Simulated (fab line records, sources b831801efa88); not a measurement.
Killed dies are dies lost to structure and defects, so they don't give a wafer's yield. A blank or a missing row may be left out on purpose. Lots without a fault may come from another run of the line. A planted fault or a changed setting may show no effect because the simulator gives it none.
fab line records | flow sky130
record lots=6 wafers=18 last_day=50
route steps=708 shown PWDE@52 NWELL@56
lots that met no fault: from a run of the same line without faults
start_h: hours from the record's first day to the start of the lot's first wafer shown | wait_h: hours since the lot's step before | " the same as in the row above | L1.1+2: a row that stands for several wafers | - no value, or no start given | * or withheld: withheld | < > ~ a bound
route shown NAME@n: a module of which the file shows steps, and the number in the route of the first | usual: mean/standard deviation of fault-free wafers | same: alike in all rows | chamber/n: place in a boat | sites: the reading at each site | _std_site: their standard deviation | _edge_site: outer sites' mean less inner sites' | radius_mm: how far each site lies from the wafer's centre | mask NAME#n: copy n | behind: the tool/chamber that last shaped the wafer | hold: why the lot was held/for how many hours/how that ended | device: the transistor (n, p or np) that didn't switch | end of line: the same wafers' tests at the end of the route | a step without rows: its recipe alone | killed: dies lost to structure and defects at the first sort, not the wafer's yield | map: a wafer's dies, x killed, . not, _ none there
set.NAME: the setting as run; set.NAME@STEP: as run at that earlier step | model.NAME: the simulator's own value behind a step, which no gauge read
lots at some steps of the route; a table a step, a row a wafer
services: from which hour (start_h, from the record's first day; less than 0 if before it) a tool's chamber was out of use, for how many hours, and why
## steps
# step SKY_PWDE_OVL_MEAS_07
# usual PWDE_OVL=0.0/1.3
# columns lot.wafer tool chamber start_h wait_h PWDE_OVL[nm]
L595.1 overlay-01 - 72.95 - 1.0
L595.2 " - " " 0.1
L595.5 " - " " -1.3
L602.2 overlay-02 - 107.35 - 0.7
L602.3 " - " " -0.2
L602.4 " - " " 0.3
L610.3 overlay-01 - 151.70 - 0.7
L610.5 " - " " 1.3
L610.6 " - " " -0.4
L611.3 overlay-01 - 156.91 - 0.4
L611.4 " - " " 1.3
L611.6 " - " " -1.0
L612.4 overlay-02 - 165.07 - -1.0
L612.5 " - " " -1.1
L612.6 " - " " -1.7
L618.2 overlay-01 - 196.51 - 0.2
L618.3 " - " " -1.1
L618.4 " - " " 0.7
# step SKY_PWDE_IMPLANT_08
# recipe species=B energy_kev=150 dose_cm2=3.6e+12 tilt_deg=withheld
# step SKY_PWDE_STRIP_09
# recipe chemistry=O2/N2 power_w=1400 pressure_mtorr=1500 platen_temp_c=withheld o2_flow_sccm=3000 n2_flow_sccm=300 overash_fraction=0.5
# usual drypump_motor_current_A=5.93/0.26 oes_product_au=0.722/0.0046 strip_time_to_endpoint_s=36.91/0.11
# columns lot.wafer tool chamber start_h wait_h drypump_motor_current_A oes_product_au rf_hours_counter_h strip_time_to_endpoint_s
L595.1 plasma_asher-04 0 73.13 0.1 5.75 0.722 40 36.98
L595.2 " 1 " " 5.75 0.725 40 37.08
L595.5 " 1 " " 5.76 0.723 - 36.98
L602.2 plasma_asher-01 1 107.53 0.1 5.91 0.728 46 36.85
L602.3 " 1 " " 5.92 0.727 - 36.99
L602.4 " 0 " " 6.13 0.724 - 37.04
L610.3 plasma_asher-04 0 151.91 0.1 5.76 0.722 - 36.84
L610.5 " 0 " " 5.74 0.722 - 36.88
L610.6 " 1 " " 5.72 0.714 - 36.80
L611.3 plasma_asher-01 0 157.12 0.1 6.10 0.720 - 37.06
L611.4 " 1 " " 5.93 0.719 - 36.99
L611.6 " 1 " " 5.91 0.719 - 37.14
L612.4 plasma_asher-02 0 165.27 0.1 5.61 0.725 - 36.81
L612.5 " 0 " " 5.58 0.733 - 36.96
L612.6 " 1 " " 6.38 0.715 - 36.89
L618.2 plasma_asher-04 1 196.69 0.1 5.79 0.722 7 36.90
L618.3 " 1 " " 5.76 0.723 - 36.78
L618.4 " 0 " " 5.74 0.723 - 36.92
# step SKY_PWDE_TW_MEAS_10
# usual PWDE_TW=375.7/3
# columns lot.wafer tool chamber start_h wait_h PWDE_TW
L595.1 film_metro-01 - 73.23 0.1 373.3
L595.2 " - " " 371.7
L595.5 " - " " 371.6
L602.2 film_metro-01 - 107.64 0.1 373.5
L602.3 " - " " 374.1
L602.4 " - " " 375.0
L610.3 film_metro-01 - 152.00 0.1 375.3
L610.5 " - " " 374.7
L610.6 " - " " 375.1
L611.3 film_metro-01 - 157.20 0.1 374.0
L611.4 " - " " 372.3
L611.6 " - " " 374.7
L612.4 film_metro-02 - 165.37 0.1 375.3
L612.5 " - " " 374.8
L612.6 " - " " 375.9
L618.2 film_metro-03 - 196.80 0.1 380.4
L618.3 " - " " 380.8
L618.4 " - " " 379.9
# step SKY_NWELL_DEHYDRATE_03
# recipe temp_c=200 time_s=60
# step SKY_NWELL_HMDS_04
# recipe prime_time_s=60 prime_temp_c=120
# step SKY_NWELL_COAT_05
# recipe spin_rpm=2000 resist_thk_nm=3000
# step SKY_NWELL_SOFTBAKE_06
# recipe temp_c=110 time_s=withheld
# step SKY_NWELL_EXPOSE_07
# recipe mask_id=NWM na=0.6 source_shape=conventional sigma_outer=0.6 polarization=unpolarized target_cd_nm=840 dose_mj=255
# step SKY_NWELL_PEB_08
# recipe temp_c=115 time_s=withheld
# step SKY_NWELL_DEVELOP_09
# recipe wall_angle_deg=90 developer=TMAH develop_time_s=60 dev_temp_c=23
# step SKY_NWELL_OVL_MEAS_10
# usual NWELL_00_OVL=-0.1/1.2
# columns lot.wafer tool chamber start_h wait_h NWELL_00_OVL[nm]
L595.1 overlay-02 - 90.08 - 0.3
L595.2 " - " " 2.1
L595.5 " - " " 0.2
L602.2 overlay-01 - 125.69 - 0.0
L602.3 " - " " 0.5
L602.4 " - " " 0.1
L610.3 overlay-02 - 172.21 - -0.6
L610.5 " - " " 0.6
L610.6 " - " " 0.4
L611.3 overlay-01 - 177.21 - -1.1
L611.4 " - " " -0.8
L611.6 " - " " 0.3
L612.4 overlay-02 - 185.12 - -0.5
L612.5 " - " " 1.1
L612.6 " - " " 2.7
L618.2 overlay-02 - 217.84 - -1.4
L618.3 " - " " -0.1
L618.4 " - " " 0.1
# step SKY_NWELL_IMPLANT_11
# recipe species=P energy_kev=400 dose_cm2=1.9e+13 tilt_deg=withheld
# usual dose_ions_cm2=1.9005e+13/2.3e+10 end_station_pressure_torr=5.07e-06/2.9e-07 faraday_current_uA=107.3/2.3
# columns lot.wafer tool chamber start_h wait_h dose_ions_cm2 end_station_pressure_torr faraday_current_uA
L595.1 implanter-02 0 90.12 0.0 1.8987e+13 5.05e-06 104.2
L595.2 " 0 " " 1.8963e+13 5.37e-06 107.7
L595.5 " 0 " " 1.9035e+13 4.86e-06 107.5
L602.2 implanter-04 0 125.74 0.0 1.8991e+13 4.93e-06 110.7
L602.3 " 0 " " 1.902e+13 5.32e-06 107.6
L602.4 " 0 " " 1.8993e+13 5.48e-06 110.3
L610.3 implanter-04 0 172.29 0.1 2.0215e+13 4.79e-06 110.9
L610.5 " 0 " " 2.0285e+13 4.57e-06 111.9
L610.6 " 0 " " 2.0257e+13 5.38e-06 114.3
L611.3 implanter-02 0 177.28 0.1 1.9049e+13 5.48e-06 109.0
L611.4 " 0 " " 1.9015e+13 4.72e-06 109.3
L611.6 " 0 " " 1.8968e+13 5.2e-06 107.2
L612.4 implanter-04 0 185.21 0.1 2.0291e+13 4.44e-06 116.5
L612.5 " 0 " " 2.0251e+13 4.69e-06 114.7
L612.6 " 0 " " 2.0251e+13 5.2e-06 115.8
L618.2 implanter-03 0 217.89 0.0 1.9018e+13 5.26e-06 108.1
L618.3 " 0 " " 1.9035e+13 5.21e-06 103.5
L618.4 " 0 " " 1.905e+13 5.25e-06 103.8
# step SKY_NWELL_IMPLANT_12
# recipe species=P energy_kev=120 dose_cm2=1.3e+12 tilt_deg=withheld
# step SKY_NWELL_IMPLANT_13
# recipe species=P energy_kev=50 dose_cm2=7e+11 tilt_deg=withheld
# step SKY_NWELL_STRIP_14
# recipe chemistry=O2/N2 power_w=1400 pressure_mtorr=1500 platen_temp_c=withheld o2_flow_sccm=3000 n2_flow_sccm=300 overash_fraction=0.5
# usual drypump_motor_current_A=5.7/0.33 oes_product_au=0.722/0.0045 strip_time_to_endpoint_s=36.93/0.11
# columns lot.wafer tool chamber start_h wait_h drypump_motor_current_A oes_product_au rf_hours_counter_h strip_time_to_endpoint_s
L595.1 plasma_asher-01 1 90.57 0.1 5.9 0.716 43 36.82
L595.2 " 0 " " 6.1 0.720 43 36.90
L595.5 " 0 " " 6.1 0.725 - 36.92
L602.2 plasma_asher-01 0 126.17 0.1 6.1 0.724 48 36.93
L602.3 " 1 " " 5.9 0.721 - 36.95
L602.4 " 0 " " 6.1 0.717 - 36.93
L610.3 plasma_asher-03 1 172.72 0.1 5.2 0.724 - 37.01
L610.5 " 0 " " 5.3 0.722 - 36.96
L610.6 " 1 " " 5.2 0.717 - 36.92
L611.3 plasma_asher-04 1 177.72 0.1 5.8 0.717 - 36.78
L611.4 " 0 " " 5.8 0.721 - 36.93
L611.6 " 0 " " 5.8 0.728 - 36.77
L612.4 plasma_asher-01 1 185.62 0.1 6.0 0.726 - 37.08
L612.5 " 1 " " 5.9 0.721 - 37.04
L612.6 " 0 " " 6.1 0.721 - 36.99
L618.2 plasma_asher-04 0 218.32 0.1 5.7 0.724 9 36.93
L618.3 " 0 " " 5.7 0.719 - 36.96
L618.4 " 1 " " 5.7 0.724 - 36.98
# step SKY_NWELL_TW_MEAS_15
# usual NWELL_TW=1828/16
# columns lot.wafer tool chamber start_h wait_h NWELL_TW
L595.1 film_metro-01 - 90.67 0.1 1810
L595.2 " - " " 1810
L595.5 " - " " 1817
L602.2 film_metro-03 - 126.28 0.1 1848
L602.3 " - " " 1843
L602.4 " - " " 1841
L610.3 film_metro-03 - 172.81 0.1 1882
L610.5 " - " " 1876
L610.6 " - " " 1877
L611.3 film_metro-01 - 177.80 0.1 1816
L611.4 " - " " 1821
L611.6 " - " " 1826
L612.4 film_metro-02 - 185.72 0.1 1849
L612.5 " - " " 1854
L612.6 " - " " 1847
L618.2 film_metro-01 - 218.43 0.1 1829
L618.3 " - " " 1824
L618.4 " - " " 1818
# step SKY_NWELL_DEHYDRATE_16
# recipe temp_c=200 time_s=60
# step SKY_NWELL_HMDS_17
# recipe prime_time_s=60 prime_temp_c=120
# step SKY_NWELL_COAT_18
# recipe spin_rpm=2000 resist_thk_nm=3000
# step SKY_NWELL_SOFTBAKE_19
# recipe temp_c=110 time_s=withheld
# step SKY_NWELL_EXPOSE_20
# recipe mask_id=NWM_COMPLEMENT na=0.6 source_shape=conventional sigma_outer=0.6 polarization=unpolarized target_cd_nm=840 dose_mj=260
# step SKY_NWELL_PEB_21
# recipe temp_c=115 time_s=withheld
# step SKY_NWELL_DEVELOP_22
# recipe wall_angle_deg=90 developer=TMAH develop_time_s=60 dev_temp_c=23
# step SKY_NWELL_OVL_MEAS_23
# usual NWELL_01_OVL=0.8/1.2
# columns lot.wafer tool chamber start_h wait_h NWELL_01_OVL[nm]
L595.1 overlay-01 - 107.55 - 1.0
L595.2 " - " " 0.6
L595.5 " - " " 0.1
L602.2 overlay-02 - 146.16 - 0.1
L602.3 " - " " 2.1
L602.4 " - " " 2.1
L610.3 overlay-02 - 193.76 - 0.1
L610.5 " - " " 0.5
L610.6 " - " " 0.9
L611.3 overlay-01 - 198.76 - 1.5
L611.4 " - " " 0.5
L611.6 " - " " 0.8
L612.4 overlay-01 - 207.57 - 0.8
L612.5 " - " " -1.0
L612.6 " - " " 0.2
L618.2 overlay-01 - 238.74 - 2.1
L618.3 " - " " 2.0
L618.4 " - " " 0.9
# step SKY_NWELL_IMPLANT_24
# recipe species=B energy_kev=140 dose_cm2=9.2e+12 tilt_deg=withheld
# step SKY_NWELL_STRIP_25
# recipe chemistry=O2/N2 power_w=1400 pressure_mtorr=1500 platen_temp_c=withheld o2_flow_sccm=3000 n2_flow_sccm=300 overash_fraction=0.5
# usual drypump_motor_current_A=5.7/0.34 oes_product_au=0.723/0.0038 strip_time_to_endpoint_s=36.90/0.12
# columns lot.wafer tool chamber start_h wait_h drypump_motor_current_A oes_product_au rf_hours_counter_h strip_time_to_endpoint_s
L595.1 plasma_asher-03 1 107.74 0.1 5.2 0.719 26 36.81
L595.2 " 0 " " 5.3 0.725 26 36.87
L595.5 " 1 " " 5.2 0.730 - 36.89
L602.2 plasma_asher-03 0 146.34 0.1 5.3 0.726 31 36.88
L602.3 " 1 " " 5.2 0.723 - 36.87
L602.4 " 0 " " 5.3 0.728 - 36.84
L610.3 plasma_asher-04 0 193.97 0.1 5.8 0.730 - 36.71
L610.5 " 1 " " 5.8 0.725 - 36.86
L610.6 " 0 " " 5.8 0.715 - 36.76
L611.3 plasma_asher-01 0 198.97 0.1 6.2 0.727 - 36.72
L611.4 " 1 " " 5.9 0.725 - 36.76
L611.6 " 0 " " 6.1 0.727 - 36.84
L612.4 plasma_asher-01 0 207.77 0.1 6.1 0.722 - 36.90
L612.5 " 0 " " 6.1 0.729 - 36.83
L612.6 " 1 " " 5.9 0.722 - 36.92
L618.2 plasma_asher-04 0 238.92 0.1 5.8 0.723 11 36.72
L618.3 " 0 " " 5.8 0.719 - 36.74
L618.4 " 1 " " 5.7 0.724 - 36.64
# step SKY_NWELL_TW_MEAS_26
# usual NWELL_2_TW=499/3.7
# columns lot.wafer tool chamber start_h wait_h NWELL_2_TW
L595.1 film_metro-03 - 107.84 0.1 507
L595.2 " - " " 501
L595.5 " - " " 501
L602.2 film_metro-01 - 146.45 0.1 494
L602.3 " - " " 495
L602.4 " - " " 496
L610.3 film_metro-01 - 194.05 0.1 495
L610.5 " - " " 497
L610.6 " - " " 497
L611.3 film_metro-02 - 199.06 0.1 502
L611.4 " - " " 496
L611.6 " - " " 495
L612.4 film_metro-02 - 207.87 0.1 496
L612.5 " - " " 497
L612.6 " - " " 496
L618.2 film_metro-02 - 239.03 0.1 499
L618.3 " - " " 499
L618.4 " - " " 500
# step SKY_NWELL_CLEAN_27
# recipe chemistry=SC1/SC2 mix=1:4:20 temp_c=70 time_s=150 dry=n2_spin
# step SKY_NWELL_RTA_28
# recipe temp_c=1050 time_s=30 idle_temp_c=650 ramp_up_c_per_s=150 ramp_down_c_per_s=90 ambient=N2
# usual anneal_temp_c_max=1053.1/0.88 lamp_power_pct=25.30/0.056 ramp_down_c_per_s=90.001/0.017 wafer_temp_C_max=1054.9/0.9
# columns lot.wafer tool chamber start_h wait_h anneal_temp_c_max lamp_power_pct ramp_down_c_per_s wafer_temp_C_max
L595.1 rtp_anneal-02 0 107.95 0.0 1052.3 25.28 89.994 1055.9
L595.2 " 0 " " 1053.4 25.30 90.011 1054.8
L595.5 " 0 " " 1052.4 25.33 89.946 1054.0
L602.2 rtp_anneal-02 0 146.56 0.0 1053.4 25.28 89.983 1054.8
L602.3 " 0 " " 1052.9 25.34 90.000 1054.4
L602.4 " 0 " " 1052.7 25.31 89.982 1054.9
L610.3 rtp_anneal-01 0 194.18 0.0 1053.2 25.40 90.004 1056.3
L610.5 " 0 " " 1053.6 25.32 89.999 1053.6
L610.6 " 0 " " 1054.1 25.33 90.006 1055.0
L611.3 rtp_anneal-01 0 199.18 0.0 1053.7 25.31 90.010 1056.6
L611.4 " 0 " " 1053.5 25.22 90.013 1055.5
L611.6 " 0 " " 1055.9 25.15 89.996 1055.7
L612.4 rtp_anneal-02 0 208.05 0.1 1052.4 25.38 89.993 1054.7
L612.5 " 0 " " 1052.8 25.18 89.967 1054.5
L612.6 " 0 " " 1052.7 25.42 89.988 1054.6
L618.2 rtp_anneal-02 0 239.14 0.0 1053.1 25.27 89.990 1055.2
L618.3 " 0 " " 1052.5 25.30 90.006 1054.1
L618.4 " 0 " " 1052.9 25.34 90.014 1054.2
# step SKY_NWELL_RS_MEAS_29
# recipe thk_meas_gauge=four-point-probe
# usual NWELL_RS=625.2/1.7
# columns lot.wafer tool chamber start_h wait_h NWELL_RS[ohm/sq]
L595.1 film_metro-02 - 108.05 0.1 625.3
L595.2 " - " " 625.9
L595.5 " - " " 626.5
L602.2 film_metro-03 - 146.67 0.1 625.9
L602.3 " - " " 626.1
L602.4 " - " " 626.2
L610.3 film_metro-03 - 194.28 0.1 601.4
L610.5 " - " " 603.4
L610.6 " - " " 602.7
L611.3 film_metro-02 - 199.29 0.1 622.0
L611.4 " - " " 623.8
L611.6 " - " " 622.2
L612.4 film_metro-02 - 208.16 0.1 604.8
L612.5 " - " " 606.7
L612.6 " - " " 604.3
L618.2 film_metro-02 - 239.25 0.1 625.5
L618.3 " - " " 625.9
L618.4 " - " " 625.6
## services
# columns tool chamber start_h hours kind
plasma_asher-01 - 55.77 0.6 repair
plasma_asher-04 - 77.84 28.1 pm
implanter-03 - 82.65 0.7 repair
rtp_anneal-01 - 86.62 6.5 pm
plasma_asher-02 - 98.20 6.0 repair
plasma_asher-01 - 108.12 3.6 repair
plasma_asher-04 - 108.75 9.0 pm
plasma_asher-04 0 108.75 9.0 vent_cycle
plasma_asher-04 1 108.75 9.0 vent_cycle
plasma_asher-04 - 111.08 3.7 repair
plasma_asher-04 0 117.75 - clean
plasma_asher-04 1 117.75 - clean
plasma_asher-04 - 119.83 3.0 repair
implanter-02 - 152.21 3.5 repair
implanter-02 - 211.35 4.5 repair
implanter-02 - 215.81 3.2 pm
implanter-02 - 220.33 13.1 pm
implanter-04 - 222.99 20.4 pm
implanter-03 - 233.70 1.7 repair
## key
first_sign step=SKY_NWELL_IMPLANT_11 reading=dose_ions_cm2 direction=up sigmas=55 usual=* struck=*
effect step=SKY_NWELL_IMPLANT_11 reading=faraday_current_uA direction=up sigmas=3 usual=107.3 struck=114.0
effect step=SKY_NWELL_TW_MEAS_15 reading=NWELL_TW direction=up sigmas=2.3 usual=1828 struck=1864
effect step=SKY_NWELL_RS_MEAS_29 reading=NWELL_RS direction=down sigmas=13 usual=625.2 struck=603.9
met_at SKY_NWELL_IMPLANT_11
struck_wafers L610.3,L610.5,L610.6,L612.4,L612.5,L612.6
tester_left_out L610,L612
onset_between 125.74 172.29
fault kind=process_parameter_drift tool=implanter-04 chamber=- onset_h=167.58 steps=SKY_NWELL_IMPLANT_11 channel=dose_cm2 offset=* shape=step end_h=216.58 acts_in=* stated=*
# tester_left_out: of these lots the tester's yield and bins aren't shown, on N5 and GAA mostly nor the transistor test; their killed dies are dies lost to structure and defects alone, not to doping, threshold or leakage, so they don't give the yield
